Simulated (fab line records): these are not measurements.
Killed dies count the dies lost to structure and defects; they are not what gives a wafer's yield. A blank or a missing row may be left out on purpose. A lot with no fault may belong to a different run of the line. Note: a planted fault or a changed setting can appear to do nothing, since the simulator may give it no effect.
Struck lot and sound lot, side by side | flow sky130 | 14 steps out of a route of 708
Sound: wafers L670.3, L670.5, L670.6. The struck wafers were L676.2, L676.3, L676.6. At the end, the cause is stated.
Order at every step that has rows: each side's tool, ch and its chambers, its first start. Under that, the readings that differ: sound wafers | struck wafers | difference of the means | sigmas: that difference in standard deviations of wafers without a fault.
alike: a reading whose means differ by less than 2 such deviations, as well as words and numbers matching on both sides. not compared: withheld readings; readings where some wafer has no value; bounds like >300 that might hide an equal value; numbers whose values overlap and for which the record gives no deviation.
A row with sigmas, a row that says differs or no value, or rows on one side alone: a step with any of these is where the two part. When numbers do not overlap yet have no deviation, they are printed without sigmas and do not part them. A reading missing from all wafers of one side parts the sides only when that side holds two or more wafers.

SKY_NWELL_RS_MEAS_29: the measuring method here is four-point-probe.
  sound on film metro-02, day 6 22:04; struck on film metro-01, day 8 06:35
  alike: NWELL_RS
SKY_NWELL_RS_MEAS_31: the measuring method here is four-point-probe.
  sound on film metro-02, day 6 22:18; struck on film metro-01, day 8 06:49
  alike: PWDE_RS
then, 7 steps without rows for these wafers: SKY_VT_ADJUST_HVTP_DEHYDRATE_00 (time 60 s); SKY_VT_ADJUST_HVTP_HMDS_01 (prime time 60 s); SKY_VT_ADJUST_HVTP_COAT_02 (resist thk 1140 nm); SKY_VT_ADJUST_HVTP_SOFTBAKE_03 (time 60 s); SKY_VT_ADJUST_HVTP_EXPOSE_04 (exposes mask HVTPM, target cd 380 nm); SKY_VT_ADJUST_HVTP_PEB_05; SKY_VT_ADJUST_HVTP_DEVELOP_06 (develop time 60 s).
SKY_VT_ADJUST_HVTP_CD_MEAS_07 targets a cd of 380 nm.
  sound on cd sem-02, day 7 17:22; struck on cd sem-02, day 9 03:06
  alike: cd nm
SKY_VT_ADJUST_HVTP_OVL_MEAS_08:
  sound on overlay-02, day 7 17:27; struck on overlay-02, day 9 03:13
  alike: VT_ADJUST_HVTP_OVL
SKY_VT_ADJUST_HVTP_IMPLANT_09:
  sound on implanter-02 ch 0, day 7 17:31; struck on implanter-02 ch 0, day 9 03:16
  reading                   | sound                | struck               | difference | sigmas
  beam energy keV           | 150.10 150.04 150.02 | 155.71 155.73 155.65 | +5.64      | +99 or more
  model.implant.rp nm (nm)  | 82.02 82.02 82.02    | 86.21 86.21 86.21    | +4.19      |
  model.implant.drp nm (nm) | 33.4 33.4 33.4       | 34.45 34.45 34.45    | +1.05      |
SKY_VT_ADJUST_HVTP_STRIP_10: strips in O2/N2.
  sound on plasma asher-03 ch 0,1, day 7 17:39; struck on plasma asher-04 ch 0,1, day 9 03:23
  alike: drypump motor current A, o2 flow sccm, oes product au, strip time to endpoint s
  not compared: rf hours counter h
-- the record jumps here: 40 days lie between the struck wafers' starts before and after (it left off in module VT_ADJUST_HVTP and takes up again in module PAD_OPEN, whose first step shown is number 708 of the route) --
SKY_PAD_OPEN_PROBE_99:
  sound on prober-01, day 47 14:15; struck on prober-01, day 48 19:30
  reading                                  | sound                   | struck                  | difference | sigmas
  model.etest.pfet_01v8_mvt.off log10 a um | -11.2 -11.37 -11.1      | -10.21 -10.12 -10.23    | +1.04      |
  model.etest.pfet_01v8_mvt.vt sat v (V)   | -0.6037 -0.5971 -0.6021 | -0.537 -0.5301 -0.5341  | +0.067     |
  model.etest.pfet_01v8_mvt.vt v (V)       | -0.6859 -0.6805 -0.6838 | -0.6255 -0.6189 -0.6206 | +0.0617    |
  model.etest.pfet_01v8_mvt.vt long v (V)  | -0.8894 -0.8872 -0.884  | -0.8293 -0.8313 -0.8289 | +0.0570    |
  model.etest.pfet_01v8.vt v (V)           | -0.8002 -0.7977 -0.8016 | -0.7692 -0.7531 -0.7587 | +0.0395    |
  model.etest.pfet_01v8.vt long v (V)      | -1.066 -1.068 -1.067    | -1.032 -1.034 -1.031    | +0.035     |
  model.etest.pfet_01v8_hvt.vt v (V)       | -0.8992 -0.896 -0.9021  | -0.8857 -0.8773 -0.8791 | +0.0184    |
  model.etest.pfet_01v8_hvt.vt long v (V)  | -1.115 -1.12 -1.118     | -1.098 -1.099 -1.099    | +0.019     |
  alike: killed_at_M0_to_M3, killed_at_M4_up, killed at contacts, killed at front end, killed at other, killed dies, killed open, killed short

== WHERE THEY PART ==
At SKY_VT_ADJUST_HVTP_IMPLANT_09 and nowhere else, as far as this record goes. Later steps at which nothing parts them and some readings are alike: SKY_VT_ADJUST_HVTP_STRIP_10, SKY_PAD_OPEN_PROBE_99.

WHY: the cause the simulator had injected
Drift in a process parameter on implanter-02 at SKY_VT_ADJUST_HVTP_IMPLANT_09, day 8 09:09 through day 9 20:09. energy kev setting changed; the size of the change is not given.
